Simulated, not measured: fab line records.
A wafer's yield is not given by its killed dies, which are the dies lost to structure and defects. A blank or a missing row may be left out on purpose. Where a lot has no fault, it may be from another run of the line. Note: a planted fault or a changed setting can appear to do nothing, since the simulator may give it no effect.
fab line records	flow gf180mcu
[record] lots = 13	wafers = 39	last_day = 34
route steps=602 shown VT_IMPLANT@109 LVPWELL@138 HV_LDD@184
lots that met no fault: taken from a fault-free run of the same line
start_h: start of the lot's first displayed wafer, in hours after the record's first day	wait_h: hours from the lot's prior step to this one	" as in the row above	L1.1+2: one row covering several wafers at once	- either no value or no given start	* or withheld: withheld	< > ~ a bound
route shown NAME@n: a module of which the file shows steps, and the number in the route of the first	usual: mean and standard deviation over wafers with no fault	same: alike in all rows	chamber/n: place in a boat	sites: the reading at each site	_std_site: standard deviation of those values	_edge_site: inner sites' mean taken away from outer sites' mean	radius_mm: for every site, how far away it sits from the centre of the wafer	mask NAME#n: copy n	behind: tool/chamber where the wafer was last shaped	hold: reason for holding the lot/hours on hold/outcome of the hold	device: the transistor (n, p or np) that didn't switch	end of line: at the end of the route, the tests of the same wafers	step lacking rows: just its recipe	killed: not the wafer's yield, but the dies lost to structure and defects at the first sort	map: the dies of a wafer, with x for killed, . for not killed, _ for no die there
set.NAME: the setting as run; set.NAME@STEP: as run at that earlier step	model.NAME: the simulator's own value behind a step, which no gauge read
the route's steps for a sample of lots (tables are steps, rows are wafers)
services: when a tool's chamber went out of use (start_h, in hours from the record's first day, below 0 if earlier), for how many hours, and the reason
[[steps]]
[step GF_VT_IMPLANT_IMPLANT_19]
[recipe] species = As	energy_kev = 100	dose_cm2 = 4.35e+12	tilt_deg = 7
[usual] dose_ions_cm2 = 4.351e+12/4.5e+09	end_station_pressure_torr = 5.02e-06/2.6e-07	faraday_current_uA = 24.5/0.47
lot.wafer	tool	chamber	start_h	wait_h	dose_ions_cm2	end_station_pressure_torr	faraday_current_uA
L811.1	implanter-01	0	128.47	0.0	4.361e+12	5.08e-06	24.6
L811.4	"	0	"	"	4.351e+12	5.14e-06	24.1
L811.5	"	0	"	"	4.356e+12	4.97e-06	24.4
L812.1	implanter-01	0	132.44	0.0	4.354e+12	4.68e-06	24.1
L812.5	"	0	"	"	4.348e+12	4.67e-06	25.4
L812.6	"	0	"	"	4.351e+12	5e-06	24.4
L814.1	implanter-01	0	144.41	0.1	6.546e+12	5.12e-06	36.4
L814.5	"	0	"	"	6.554e+12	4.95e-06	38.1
L814.6	"	0	"	"	6.55e+12	5.05e-06	36.9
L815.2	implanter-01	0	150.09	0.0	6.556e+12	5.39e-06	36.8
L815.4	"	0	"	"	6.553e+12	4.98e-06	37.6
L815.5	"	0	"	"	6.555e+12	5.33e-06	36.0
L822.2	implanter-03	0	197.84	0.0	4.353e+12	4.83e-06	24.7
L822.4	"	0	"	"	4.356e+12	4.78e-06	24.6
L822.6	"	0	"	"	4.353e+12	5.08e-06	24.1
L824.1	implanter-01	0	210.62	0.0	4.35e+12	4.89e-06	25.3
L824.2	"	0	"	"	4.353e+12	5e-06	24.6
L824.3	"	0	"	"	4.35e+12	5.25e-06	24.7
L826.1	implanter-03	0	224.34	0.0	4.359e+12	5.09e-06	24.0
L826.3	"	0	"	"	4.36e+12	4.69e-06	24.3
L826.5	"	0	"	"	4.35e+12	4.98e-06	24.7
L828.3	implanter-01	0	234.86	0.1	4.355e+12	5.15e-06	24.1
L828.4	"	0	"	"	4.35e+12	4.97e-06	24.5
L828.5	"	0	"	"	4.353e+12	4.51e-06	24.7
L829.3	implanter-03	0	239.99	0.1	4.359e+12	5.35e-06	24.5
L829.4	"	0	"	"	4.359e+12	5.09e-06	24.7
L829.6	"	0	"	"	4.349e+12	5.29e-06	25.3
L831.1	implanter-03	0	252.77	0.0	4.352e+12	4.94e-06	24.1
L831.3	"	0	"	"	4.352e+12	4.75e-06	24.1
L831.5	"	0	"	"	4.351e+12	4.99e-06	24.7
L832.2	implanter-02	0	256.19	0.0	4.354e+12	4.7e-06	24.4
L832.3	"	0	"	"	4.356e+12	5.06e-06	24.8
L832.6	"	0	"	"	4.353e+12	4.75e-06	24.8
L833.3	implanter-03	0	266.27	0.1	4.347e+12	4.66e-06	25.1
L833.4	"	0	"	"	4.352e+12	4.73e-06	24.1
L833.6	"	0	"	"	4.347e+12	4.92e-06	24.5
L834.1	implanter-03	0	270.37	0.0	4.344e+12	5.17e-06	24.6
L834.2	"	0	"	"	4.347e+12	5.69e-06	24.3
L834.4	"	0	"	"	4.358e+12	4.95e-06	25.1
[step GF_VT_IMPLANT_TW_MEAS_21]
[usual] VT_IMPLANT_2_TW = 1216/12
lot.wafer	tool	chamber	start_h	wait_h	VT_IMPLANT_2_TW
L811.1	film_metro-03	-	128.72	0.1	1223
L811.4	"	-	"	"	1228
L811.5	"	-	"	"	1230
L812.1	film_metro-01	-	132.69	0.1	1224
L812.5	"	-	"	"	1222
L812.6	"	-	"	"	1229
L814.1	film_metro-01	-	144.66	0.1	1394
L814.5	"	-	"	"	1379
L814.6	"	-	"	"	1385
L815.2	film_metro-01	-	150.33	0.1	1385
L815.4	"	-	"	"	1381
L815.5	"	-	"	"	1381
L822.2	film_metro-02	-	198.08	0.1	1190
L822.4	"	-	"	"	1196
L822.6	"	-	"	"	1194
L824.1	film_metro-01	-	210.87	0.1	1226
L824.2	"	-	"	"	1225
L824.3	"	-	"	"	1230
L826.1	film_metro-03	-	224.59	0.1	1220
L826.3	"	-	"	"	1207
L826.5	"	-	"	"	1217
L828.3	film_metro-03	-	235.08	0.1	1218
L828.4	"	-	"	"	1217
L828.5	"	-	"	"	1217
L829.3	film_metro-01	-	240.21	0.1	1222
L829.4	"	-	"	"	1217
L829.6	"	-	"	"	1224
L831.1	film_metro-02	-	253.02	0.1	1195
L831.3	"	-	"	"	1196
L831.5	"	-	"	"	1197
L832.2	film_metro-02	-	256.42	0.1	1196
L832.3	"	-	"	"	1196
L832.6	"	-	"	"	1200
L833.3	film_metro-03	-	266.49	0.1	1221
L833.4	"	-	"	"	1220
L833.6	"	-	"	"	1227
L834.1	film_metro-03	-	270.62	0.1	1225
L834.2	"	-	"	"	1216
L834.4	"	-	"	"	1216
[step GF_VT_IMPLANT_STRIP_42]
[recipe] chemistry = O2/N2	power_w = 1400	pressure_mtorr = 1500	platen_temp_c = 250	o2_flow_sccm = 3000	n2_flow_sccm = 300	overash_fraction = 0.5
[usual] drypump_motor_current_A = 5.6/0.51	heater_power_w = 323/13	oes_product_au = 0.716/0.0047	strip_time_to_endpoint_s = 12.65/0.031
lot.wafer	tool	chamber	start_h	wait_h	drypump_motor_current_A	heater_power_w	oes_product_au	rf_hours_counter_h	strip_time_to_endpoint_s
L811.1	plasma_asher-04	1	160.39	0.1	4.8	317	0.716	37	12.61
L811.4	"	1	"	"	4.8	310	0.717	-	12.61
L811.5	"	0	"	"	6.1	337	0.722	-	12.64
L812.1	plasma_asher-02	0	164.84	0.1	5.2	328	0.716	5	12.70
L812.5	"	0	"	"	5.2	326	0.712	-	12.70
L812.6	"	1	"	"	5.9	300	0.726	-	12.73
L814.1	plasma_asher-02	0	177.37	0.1	5.2	319	0.717	7	12.64
L814.5	"	0	"	"	5.2	331	0.710	-	12.63
L814.6	"	1	"	"	5.9	309	0.715	-	12.60
L815.2	plasma_asher-02	0	183.79	0.1	5.2	322	0.711	7	12.66
L815.4	"	0	"	"	5.2	330	0.714	-	12.68
L815.5	"	1	"	"	6.0	309	0.711	-	12.64
L822.2	plasma_asher-03	0	231.27	0.1	6.0	347	0.724	60	12.66
L822.4	"	1	"	"	5.5	322	0.718	-	12.64
L822.6	"	1	"	"	5.5	321	0.713	-	12.70
L824.1	plasma_asher-04	0	245.16	0.1	6.2	322	0.714	46	12.65
L824.2	"	1	"	"	4.8	319	0.720	46	12.67
L824.3	"	0	"	"	6.2	344	0.719	-	12.62
L826.1	plasma_asher-02	1	261.87	0.1	5.9	311	0.710	16	12.69
L826.3	"	1	"	"	6.0	306	0.713	-	12.59
L826.5	"	0	"	"	5.2	328	0.713	-	12.63
L828.3	plasma_asher-04	0	273.45	0.1	6.2	329	0.720	-	12.66
L828.4	"	1	"	"	4.8	306	0.712	-	12.64
L828.5	"	0	"	"	6.2	333	0.711	-	12.67
L829.3	plasma_asher-04	0	277.75	0.1	6.2	326	0.721	-	12.62
L829.4	"	1	"	"	4.8	318	0.716	-	12.61
L829.6	"	1	"	"	4.8	307	0.709	-	12.66
L831.1	plasma_asher-04	0	292.04	0.1	6.1	322	0.722	50	12.64
L831.3	"	0	"	"	6.1	345	0.716	-	12.64
L831.5	"	1	"	"	4.8	313	0.720	-	12.63
L832.2	plasma_asher-04	0	294.42	0.1	6.1	332	0.709	50	12.70
L832.3	"	1	"	"	4.8	307	0.719	-	12.65
L832.6	"	0	"	"	6.2	330	0.713	-	12.70
L833.3	plasma_asher-04	0	306.10	0.1	6.1	339	0.719	-	12.63
L833.4	"	1	"	"	4.8	312	0.722	-	12.62
L833.6	"	1	"	"	4.8	310	0.711	-	12.64
L834.1	plasma_asher-03	1	309.78	0.1	5.5	323	0.714	69	12.62
L834.2	"	0	"	"	6.0	341	0.732	69	12.61
L834.4	"	1	"	"	5.5	316	0.714	-	12.65
[step GF_VT_IMPLANT_RS_MEAS_48]
[recipe] thk_meas_gauge = four-point-probe
[usual] LVPWELL_RS = 1197/3
lot.wafer	tool	chamber	start_h	wait_h	LVPWELL_RS[ohm/sq]
L811.1	film_metro-04	-	160.94	0.1	1200
L811.4	"	-	"	"	1204
L811.5	"	-	"	"	1195
L812.1	film_metro-02	-	165.39	0.1	1195
L812.5	"	-	"	"	1194
L812.6	"	-	"	"	1195
L814.1	film_metro-04	-	177.92	0.1	1196
L814.5	"	-	"	"	1201
L814.6	"	-	"	"	1198
L815.2	film_metro-01	-	184.36	0.1	1195
L815.4	"	-	"	"	1192
L815.5	"	-	"	"	1193
L822.2	film_metro-01	-	231.84	0.1	1193
L822.4	"	-	"	"	1196
L822.6	"	-	"	"	1199
L824.1	film_metro-04	-	245.71	0.1	1196
L824.2	"	-	"	"	1195
L824.3	"	-	"	"	1200
L826.1	film_metro-02	-	262.42	0.1	1196
L826.3	"	-	"	"	1196
L826.5	"	-	"	"	1194
L828.3	film_metro-02	-	274.00	0.1	1202
L828.4	"	-	"	"	1203
L828.5	"	-	"	"	1203
L829.3	film_metro-04	-	278.30	0.1	1198
L829.4	"	-	"	"	1196
L829.6	"	-	"	"	1195
L831.1	film_metro-02	-	292.59	0.1	1207
L831.3	"	-	"	"	1202
L831.5	"	-	"	"	1201
L832.2	film_metro-04	-	294.99	0.1	1193
L832.3	"	-	"	"	1197
L832.6	"	-	"	"	1197
L833.3	film_metro-01	-	306.66	0.1	1200
L833.4	"	-	"	"	1195
L833.6	"	-	"	"	1197
L834.1	film_metro-04	-	310.33	0.1	1194
L834.2	"	-	"	"	1192
L834.4	"	-	"	"	1192
[step GF_HV_LDD_OVL_MEAS_08]
[usual] HV_LDD_OVL = -0.6/1.2
lot.wafer	tool	chamber	start_h	wait_h	HV_LDD_OVL[nm]
L811.1	overlay-02	-	221.67	0.1	-0.1
L811.4	"	-	"	"	-0.8
L811.5	"	-	"	"	-2.3
L812.1	overlay-02	-	229.07	0.1	1.3
L812.5	"	-	"	"	1.3
L812.6	"	-	"	"	-0.4
L814.1	overlay-02	-	244.27	0.1	-2.0
L814.5	"	-	"	"	-3.2
L814.6	"	-	"	"	-2.6
L815.2	overlay-01	-	253.87	0.1	1.1
L815.4	"	-	"	"	0.0
L815.5	"	-	"	"	0.4
L822.2	overlay-02	-	301.21	0.1	-2.1
L822.4	"	-	"	"	-1.9
L822.6	"	-	"	"	0.5
L824.1	overlay-01	-	312.57	0.1	-2.1
L824.2	"	-	"	"	-3.0
L824.3	"	-	"	"	-2.2
L826.1	overlay-02	-	328.87	0.1	-1.1
L826.3	"	-	"	"	-1.4
L826.5	"	-	"	"	-1.5
L828.3	overlay-01	-	344.08	0.1	-1.7
L828.4	"	-	"	"	-0.9
L828.5	"	-	"	"	-0.4
L829.3	overlay-01	-	347.18	0.1	-0.9
L829.4	"	-	"	"	-0.1
L829.6	"	-	"	"	-0.6
L831.1	overlay-02	-	364.02	0.1	-0.1
L831.3	"	-	"	"	-1.2
L831.5	"	-	"	"	-1.8
L832.2	overlay-02	-	367.27	0.1	-2.2
L832.3	"	-	"	"	-0.4
L832.6	"	-	"	"	0.2
L833.3	overlay-01	-	378.08	0.1	-1.4
L833.4	"	-	"	"	0.4
L833.6	"	-	"	"	-2.1
L834.1	overlay-01	-	383.12	0.1	0.0
L834.2	"	-	"	"	-2.0
L834.4	"	-	"	"	-0.2
[[services]]
tool	chamber	start_h	hours	kind
implanter-02	-	106.53	4.8	repair
plasma_asher-02	-	108.77	9.0	pm
plasma_asher-02	0	108.77	9.0	vent_cycle
plasma_asher-02	1	108.77	9.0	vent_cycle
implanter-01	-	114.49	1.8	pm
plasma_asher-02	0	117.77	-	clean
plasma_asher-02	1	117.77	-	clean
implanter-03	-	119.66	0.8	repair
implanter-01	-	134.49	1.4	repair
implanter-02	-	142.37	2.3	pm
implanter-01	-	177.49	4.8	repair
plasma_asher-03	-	189.54	0.7	repair
plasma_asher-03	-	194.96	9.5	pm
implanter-01	-	197.34	1.4	repair
implanter-02	-	200.32	3.7	repair
plasma_asher-02	-	236.46	3.6	repair
plasma_asher-04	-	259.08	8.9	repair
implanter-03	-	279.14	1.9	repair
plasma_asher-02	-	301.96	2.8	pm
[[key]]
[first_sign] step = GF_VT_IMPLANT_IMPLANT_19	reading = dose_ions_cm2	direction = up	sigmas = 99+	usual = 4.351e+12	struck = 6.552e+12
[effect] step = GF_VT_IMPLANT_IMPLANT_19	reading = faraday_current_uA	direction = up	sigmas = 26	usual = 24.5	struck = 37.0
[effect] step = GF_VT_IMPLANT_TW_MEAS_21	reading = VT_IMPLANT_2_TW	direction = up	sigmas = 14	usual = 1216	struck = 1384
met_at GF_VT_IMPLANT_IMPLANT_19
struck_lots L814,L815
tester_left_out L814,L815
not_acting_at GF_VT_IMPLANT_STRIP_42,GF_VT_IMPLANT_RS_MEAS_48,GF_HV_LDD_OVL_MEAS_08
onset_between 132.44 144.41
[fault] kind = process_parameter_drift	tool = implanter-01	chamber = -	onset_h = 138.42	steps = GF_VT_IMPLANT_IMPLANT_19	channel = dose_cm2	offset = 2.2043e+12	shape = step	end_h = 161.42	acts_in = these_recipes_only	stated = 4.35e+12
// tester_left_out: of these lots the tester's yield and bins aren't shown, on N5 and GAA mostly nor the transistor test; their killed dies are dies lost to structure and defects alone, not to doping, threshold or leakage, so they don't give the yield
